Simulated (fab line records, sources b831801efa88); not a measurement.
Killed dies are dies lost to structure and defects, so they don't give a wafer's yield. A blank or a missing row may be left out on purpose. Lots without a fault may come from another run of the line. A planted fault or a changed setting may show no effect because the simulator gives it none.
One fault seen from 2 desks | flow gf180mcu | each desk has only its own numbers; what lay behind them comes last

THE TOOL OWNER'S DESK: litho_track-04
The tool's own readings at GF_V5_PEB_12 (peb time 90 s): means of the sampled wafers that have a number, for each lot that ran on this tool. A lot is out of limits, marked OUT, if its mean lies more than 4 standard deviations from the usual mean; the brackets give that distance.
Columns: A = heater_power_total_W at GF_V5_PEB_12, usual 85.69 W; B = plate_temp_C at GF_V5_PEB_12, usual 135.00 C
lot  | first seen here | A               | B
L653 | day 27 19:26    | 85.80           | 134.84
L655 | day 28 05:54    | 85.67           | 135.25
L662 | day 30 13:44    | 85.70           | 135.13
L666 | day 31 16:33    | 87.64 (+21) OUT | 137.04 (+12) OUT
L667 | day 31 17:08    | 87.40 (+19) OUT | 137.33 (+14) OUT
This desk's finding: out of limits on L666, L667; first on L666, day 31 16:33 (heater_power_total_W at GF_V5_PEB_12). In limits: L653, L655, L662.

THE METROLOGY DESK
What the gauges read, lot by lot, whatever tool the lot ran on: means of the sampled wafers that have a number. A lot is out of limits, marked OUT, if its mean lies more than 4 standard deviations from the usual mean; the brackets give that distance.
Columns: A = cd_nm at GF_V5_CD_MEAS_14, usual 260.0 nm
lot  | first seen here | A
L652 | day 27 07:22    | 260.7
L653 | day 27 19:46    | 259.6
L655 | day 28 06:15    | 259.9
L654 | day 28 08:44    | 261.7
L656 | day 28 13:59    | 260.7
L659 | day 29 14:38    | 258.4
L662 | day 30 14:04    | 261.2
L666 | day 31 16:52    | 264.1
L667 | day 31 17:28    | 262.8
L672 | day 32 19:32    | 261.6
L674 | day 33 17:19    | 260.1
L675 | day 33 19:07    | 258.5
This desk's finding: nothing out of limits on any of the 12 lots.

PUT TOGETHER
The tool owner's desk could have raised an alarm at day 31 16:33, on L666, L667.
The metrology desk saw nothing out of limits.
The metrology desk has L666, L667 on record, within its limits.
Of the lots named, all ran GF_V5_PEB_12 on litho_track-04.

WHAT THE SIMULATOR HAD PUT IN
Process parameter drift: litho_track-04, from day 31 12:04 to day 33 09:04, at GF_V5_PEB_12. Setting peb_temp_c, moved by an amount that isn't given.
Lots struck among those shown: L666, L667.
Hours from the fault's start to each desk's first reading out of limits: the tool owner's desk, 4.
